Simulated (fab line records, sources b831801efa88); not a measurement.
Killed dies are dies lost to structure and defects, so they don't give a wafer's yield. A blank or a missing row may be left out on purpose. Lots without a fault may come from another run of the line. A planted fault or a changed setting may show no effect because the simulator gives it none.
Which tool did it? | flow gf180mcu | 14 lots, 41 wafers sampled, at 4 steps of a route of 602

WHAT THE GAUGES READ, wafer by wafer
GF_LVPWELL_TW_MEAS_11.
lot  | measured    | on            | LVPWELL_TW
L424 | day 3 21:04 | film_metro-03 | 561 561 563
L425 | day 4 03:29 | film_metro-03 | 556 556 558
L426 | day 4 09:56 | film_metro-03 | 558 560 557
L427 | day 4 13:31 | film_metro-03 | 554 558 556
L428 | day 4 20:07 | film_metro-03 | 557 555 557
L430 | day 5 06:17 | film_metro-03 | 558 560 559
L436 | day 6 16:18 | film_metro-03 | 558 559
L437 | day 6 21:58 | film_metro-04 | 556 556 556
L438 | day 7 05:50 | film_metro-04 | 550 552 550
L439 | day 7 10:32 | film_metro-04 | 550 551 554
L440 | day 7 15:41 | film_metro-04 | 552 553 551
L445 | day 8 20:53 | film_metro-04 | 553 551 552
L446 | day 9 01:32 | film_metro-01 | 561 562 562
L447 | day 9 06:28 | film_metro-04 | 551 551 554

GF_VT_IMPLANT_TW_MEAS_10.
lot  | measured     | on            | VT_IMPLANT_TW
L424 | day 5 15:55  | film_metro-04 | 561 554 556
L425 | day 5 22:44  | film_metro-04 | 558 560 555
L426 | day 6 04:46  | film_metro-03 | 562 563 564
L427 | day 6 09:11  | film_metro-04 | 560 560 559
L428 | day 6 17:19  | film_metro-02 | 568 572 570
L430 | day 7 06:46  | film_metro-03 | 566 563 566
L436 | day 8 17:44  | film_metro-04 | 556 555
L437 | day 8 23:28  | film_metro-04 | 556 555 557
L438 | day 9 08:44  | film_metro-04 | 554 555 559
L439 | day 9 13:26  | film_metro-02 | 567 564 567
L440 | day 9 17:49  | film_metro-02 | 570 572 568
L445 | day 11 03:10 | film_metro-02 | 570 570 570
L446 | day 11 07:49 | film_metro-02 | 568 569 571
L447 | day 11 12:58 | film_metro-02 | 572 571 569

GF_VT_IMPLANT_TW_MEAS_32.
lot  | measured     | on            | VT_IMPLANT_3_TW
L424 | day 6 22:46  | film_metro-02 | 268.6 268.7 272.4
L425 | day 7 05:23  | film_metro-04 | 264.0 263.7 265.8
L426 | day 7 11:28  | film_metro-02 | 270.3 270.4 269.6
L427 | day 7 16:14  | film_metro-03 | 267.4 268.1 269.3
L428 | day 8 01:32  | film_metro-02 | 271.1 271.6 272.7
L430 | day 8 14:07  | film_metro-03 | 270.0 270.0 269.6
L436 | day 10 04:20 | film_metro-02 | 270.7 269.8
L437 | day 10 10:32 | film_metro-04 | 264.6 265.1 264.2
L438 | day 10 20:07 | film_metro-02 | 270.0 271.4 270.5
L439 | day 11 01:57 | film_metro-02 | 271.2 271.1 273.3
L440 | day 11 06:35 | film_metro-04 | 265.6 265.8 265.6
L445 | day 12 17:28 | film_metro-02 | 272.6 270.9 272.0
L446 | day 12 22:28 | film_metro-03 | 268.3 267.7 266.7
L447 | day 13 03:13 | film_metro-02 | 270.3 271.3 270.6

WHICH TOOL RAN EACH LOT (tool, then ch and the chambers of the sampled wafers, then the start)
lot  | GF_STI_CMP_25
L424 | cmp-01 ch 0,2,3, day 2 03:37
L425 | cmp-01 ch 1,2, day 2 09:22
L426 | cmp-01 ch 0,2,3, day 2 14:28
L427 | cmp-02 ch 1,2, day 2 19:22
L428 | cmp-01 ch 0,1,3, day 3 00:47
L430 | cmp-02 ch 0,1,2, day 3 10:07
L436 | cmp-02 ch 0, day 4 17:12
L437 | cmp-02 ch 1,2,3, day 4 22:05
L438 | cmp-02 ch 0,1, day 5 04:20
L439 | cmp-01 ch 0,1,2, day 5 10:59
L440 | cmp-01 ch 0,1,2, day 5 14:42
L445 | cmp-01 ch 1,2,3, day 6 17:10
L446 | cmp-01 ch 0,1,2, day 6 21:13
L447 | cmp-01 ch 0,2,3, day 7 01:56
- GF_STI_CMP_25: polishes, stops on Si3N4, t overpolish 33 s, target thk 524.6 nm.

WHAT THE TOOLS THEMSELVES READ (means of the sampled wafers that have a number; where no wafer has one, the mark that the record gives instead)
GF_STI_CMP_25.
lot  | tool   | motor_current_A (A) | overpolish_run_s (s) | time_to_endpoint_s (s)
L424 | cmp-01 | 10.8                | 32.992               | 117
L425 | cmp-01 | 11.9                | 33.010               | 122
L426 | cmp-01 | 11.0                | 33.001               | 122
L427 | cmp-02 | 11.9                | 33.005               | 123
L428 | cmp-01 | 11.2                | 33.012               | 118
L430 | cmp-02 | 11.7                | 32.999               | 121
L436 | cmp-02 | 12.4                | 33.005               | 238
L437 | cmp-02 | 13.0                | 33.003               | 155
L438 | cmp-02 | 11.6                | 32.998               | 163
L439 | cmp-01 | 11.3                | 33.007               | 115
L440 | cmp-01 | 11.7                | 32.996               | 116
L445 | cmp-01 | 11.4                | 33.007               | 119
L446 | cmp-01 | 11.8                | 33.005               | 118
L447 | cmp-01 | 10.8                | 32.999               | 119

THE ANSWER, worked out from the rows above alone
Rule: what is usual is taken from the lots themselves. Put in order of their means at a reading, lots are off if they are a third of the lots or fewer, leave a main group of 4 or more, and stand apart from it by a gap of 3 or more times the standard deviation of the main group's means; of several such gaps the widest counts. A main group whose means are all the same, to the digits that the tables above print for the reading, isn't used. A lot without any number at a reading at which 4 lots or more have one is off too. The other lots that the step has rows for count as sound. The gauges are gone through in route order, then the tools' own readings, and for those a lot's mean is taken as printed above. The first step at which some lot is off is used, and at that step the reading that is off furthest; a lot without a number counts as furthest.
Off: L436, L437, L438, at GF_STI_CMP_25 (time_to_endpoint_s). The main group: mean 119 s, standard deviation 2.5.
A tool fits if, at that step or a process step before it, it ran every lot that is off, and no sound lot after the first of them. One fits: cmp-02 at GF_STI_CMP_25. Its last sound lot is L430 (day 3 10:07), its first lot that is off L436 (day 4 17:12): a fault that began between those two fits.
The tool's own readings at GF_STI_CMP_25 bear it out: on the lots that are off they differ by more than 5 times the standard deviation of the sound lots' means. time_to_endpoint_s reads 185 s there against 119 s on the sound lots.

WHAT THE SIMULATOR HAD PUT IN
Process parameter drift: cmp-02, from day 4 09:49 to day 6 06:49, at GF_STI_CMP_25. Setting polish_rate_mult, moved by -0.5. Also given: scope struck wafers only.
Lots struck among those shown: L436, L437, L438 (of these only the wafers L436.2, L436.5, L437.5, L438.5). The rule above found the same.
